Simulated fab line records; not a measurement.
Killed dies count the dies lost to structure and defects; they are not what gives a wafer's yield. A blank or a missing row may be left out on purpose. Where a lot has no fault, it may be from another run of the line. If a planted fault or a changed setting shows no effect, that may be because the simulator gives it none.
Which of the tools did it? / flow sky130 / 12 lots with 36 wafers sampled at 6 steps, on a route of 708 steps

## WHAT THE GAUGES READ, wafer by wafer
SKY_VIA3_RS_MEAS_22: uses a four-point probe to measure.
lot=L075; measured=day 40 05:31; on=filmMetro-02; VIA3_W_RS (ohm/sq)=0.299 0.300 0.297
lot=L078; measured=day 40 21:11; on=filmMetro-02; VIA3_W_RS (ohm/sq)=0.297 0.298 0.295
lot=L079; measured=day 41 15:27; on=filmMetro-02; VIA3_W_RS (ohm/sq)=0.299 0.297 0.298
lot=L081; measured=day 42 03:02; on=filmMetro-04; VIA3_W_RS (ohm/sq)=0.290 0.293 0.289
lot=L083; measured=day 42 10:06; on=filmMetro-04; VIA3_W_RS (ohm/sq)=0.293 0.293 0.294
lot=L085; measured=day 43 03:30; on=filmMetro-03; VIA3_W_RS (ohm/sq)=0.294 0.292 0.302
lot=L087; measured=day 43 14:37; on=filmMetro-02; VIA3_W_RS (ohm/sq)=0.299 0.296 0.299
lot=L089; measured=day 44 11:48; on=filmMetro-03; VIA3_W_RS (ohm/sq)=0.288 0.301 0.298
lot=L090; measured=day 44 19:17; on=filmMetro-04; VIA3_W_RS (ohm/sq)=0.302 0.300 0.297
lot=L093; measured=day 45 13:20; on=filmMetro-04; VIA3_W_RS (ohm/sq)=0.291 0.297 0.286
lot=L097; measured=day 46 06:55; on=filmMetro-04; VIA3_W_RS (ohm/sq)=0.294 0.290 0.288
lot=L096; measured=day 46 11:21; on=filmMetro-02; VIA3_W_RS (ohm/sq)=0.295 0.296 0.294

## TOOL THAT RAN EACH LOT (tool first, then ch and the chambers of the sampled wafers, then the start)
lot=L075; SKY_METAL2_SPUTTER_01=pvdSputter-03, day 34 11:00; SKY_METAL2_ETCH_18=rieMetal-04 ch 0, day 35 14:28; SKY_METAL3_SPUTTER_00=pvdSputter-02, day 36 20:04; SKY_METAL3_ETCH_16=rieMetal-01 ch 1, day 39 01:01; SKY_VIA3_SPUTTER_20=pvdSputter-02, day 40 05:20
lot=L078; SKY_METAL2_SPUTTER_01=pvdSputter-03, day 35 05:58; SKY_METAL2_ETCH_18=rieMetal-01 ch 0,1, day 36 08:05; SKY_METAL3_SPUTTER_00=pvdSputter-03, day 37 13:20; SKY_METAL3_ETCH_16=rieMetal-01 ch 0,1, day 39 18:05; SKY_VIA3_SPUTTER_20=pvdSputter-02, day 40 21:01
lot=L079; SKY_METAL2_SPUTTER_01=pvdSputter-04, day 36 02:16; SKY_METAL2_ETCH_18=rieMetal-03 ch 0, day 37 04:56; SKY_METAL3_SPUTTER_00=pvdSputter-01, day 38 09:57; SKY_METAL3_ETCH_16=rieMetal-01 ch 0,1, day 40 12:29; SKY_VIA3_SPUTTER_20=pvdSputter-03, day 41 15:16
lot=L081; SKY_METAL2_SPUTTER_01=pvdSputter-02, day 36 14:56; SKY_METAL2_ETCH_18=rieMetal-03 ch 0, day 37 17:14; SKY_METAL3_SPUTTER_00=pvdSputter-03, day 38 22:22; SKY_METAL3_ETCH_16=rieMetal-01 ch 0,1, day 41 00:32; SKY_VIA3_SPUTTER_20=pvdSputter-04, day 42 02:51
lot=L083; SKY_METAL2_SPUTTER_01=pvdSputter-03, day 36 22:11; SKY_METAL2_ETCH_18=rieMetal-03 ch 0, day 38 00:58; SKY_METAL3_SPUTTER_00=pvdSputter-01, day 39 05:14; SKY_METAL3_ETCH_16=rieMetal-01 ch 0,1, day 41 08:06; SKY_VIA3_SPUTTER_20=pvdSputter-03, day 42 09:55
lot=L085; SKY_METAL2_SPUTTER_01=pvdSputter-04, day 37 17:19; SKY_METAL2_ETCH_18=rieMetal-03 ch 0, day 38 20:22; SKY_METAL3_SPUTTER_00=pvdSputter-01, day 40 00:15; SKY_METAL3_ETCH_16=rieMetal-02 ch 0,1, day 42 01:17; SKY_VIA3_SPUTTER_20=pvdSputter-04, day 43 03:17
lot=L087; SKY_METAL2_SPUTTER_01=pvdSputter-02, day 38 08:32; SKY_METAL2_ETCH_18=rieMetal-04 ch 0,1, day 39 09:19; SKY_METAL3_SPUTTER_00=pvdSputter-01, day 40 12:42; SKY_METAL3_ETCH_16=rieMetal-02 ch 0,1, day 42 12:53; SKY_VIA3_SPUTTER_20=pvdSputter-02, day 43 14:26
lot=L089; SKY_METAL2_SPUTTER_01=pvdSputter-03, day 39 03:27; SKY_METAL2_ETCH_18=rieMetal-04 ch 0,1, day 40 05:07; SKY_METAL3_SPUTTER_00=pvdSputter-02, day 41 08:19; SKY_METAL3_ETCH_16=rieMetal-04 ch 0,1, day 43 08:29; SKY_VIA3_SPUTTER_20=pvdSputter-03, day 44 11:35
lot=L090; SKY_METAL2_SPUTTER_01=pvdSputter-03, day 39 14:23; SKY_METAL2_ETCH_18=rieMetal-04 ch 0,1, day 40 15:25; SKY_METAL3_SPUTTER_00=pvdSputter-01, day 41 17:56; SKY_METAL3_ETCH_16=rieMetal-04 ch 0,1, day 43 18:29; SKY_VIA3_SPUTTER_20=pvdSputter-04, day 44 19:04
lot=L093; SKY_METAL2_SPUTTER_01=pvdSputter-02, day 40 10:20; SKY_METAL2_ETCH_18=rieMetal-03 ch 0,1, day 41 11:27; SKY_METAL3_SPUTTER_00=pvdSputter-03, day 42 14:03; SKY_METAL3_ETCH_16=rieMetal-04 ch 0,1, day 44 12:44; SKY_VIA3_SPUTTER_20=pvdSputter-04, day 45 13:08
lot=L097; SKY_METAL2_SPUTTER_01=pvdSputter-03, day 41 06:17; SKY_METAL2_ETCH_18=rieMetal-04 ch 0,1, day 42 06:23; SKY_METAL3_SPUTTER_00=pvdSputter-03, day 43 10:58; SKY_METAL3_ETCH_16=rieMetal-01 ch 0,1, day 45 06:33; SKY_VIA3_SPUTTER_20=pvdSputter-04, day 46 06:44
lot=L096; SKY_METAL2_SPUTTER_01=pvdSputter-02, day 41 09:55; SKY_METAL2_ETCH_18=rieMetal-03 ch 0,1, day 42 10:13; SKY_METAL3_SPUTTER_00=pvdSputter-03, day 43 13:55; SKY_METAL3_ETCH_16=rieMetal-04 ch 0,1, day 45 11:44; SKY_VIA3_SPUTTER_20=pvdSputter-04, day 46 11:10
- SKY_METAL2_SPUTTER_01: material TiN, target thk 20 nm, time 16.7 s.
- SKY_METAL2_ETCH_18: etches BARC in N2/H2, stops on SiO2, time 45.9 s, target depth 60 nm.
- SKY_METAL3_SPUTTER_00: material Ti, target thk 15 nm, time 10 s.
- SKY_METAL3_ETCH_16: etches BARC in N2/H2, stops on SiO2, time 88.2 s, target depth 60 nm.
- SKY_VIA3_SPUTTER_20: material TiN, target thk 20 nm, time 80 s.

## THE ANSWER, worked out from the rows above alone
Rule: what is usual is taken from the lots themselves. The widest of any qualifying gaps counts: lots, ordered by their means at a reading, are off when they make up no more than a third of the lots, leave a main group of 4 or more, and stand apart from it by 3 or more times the standard deviation of that group's means. A main group whose means are all the same, to the digits that the tables above print for the reading, isn't used. Also off: a lot with no number at a reading for which 4 or more lots have one. Any other lot the step has rows for is counted as sound.
No lot is off on any of the readings shown, so nothing can be concluded from this.

## WHAT HAD BEEN PUT IN BY THE SIMULATOR
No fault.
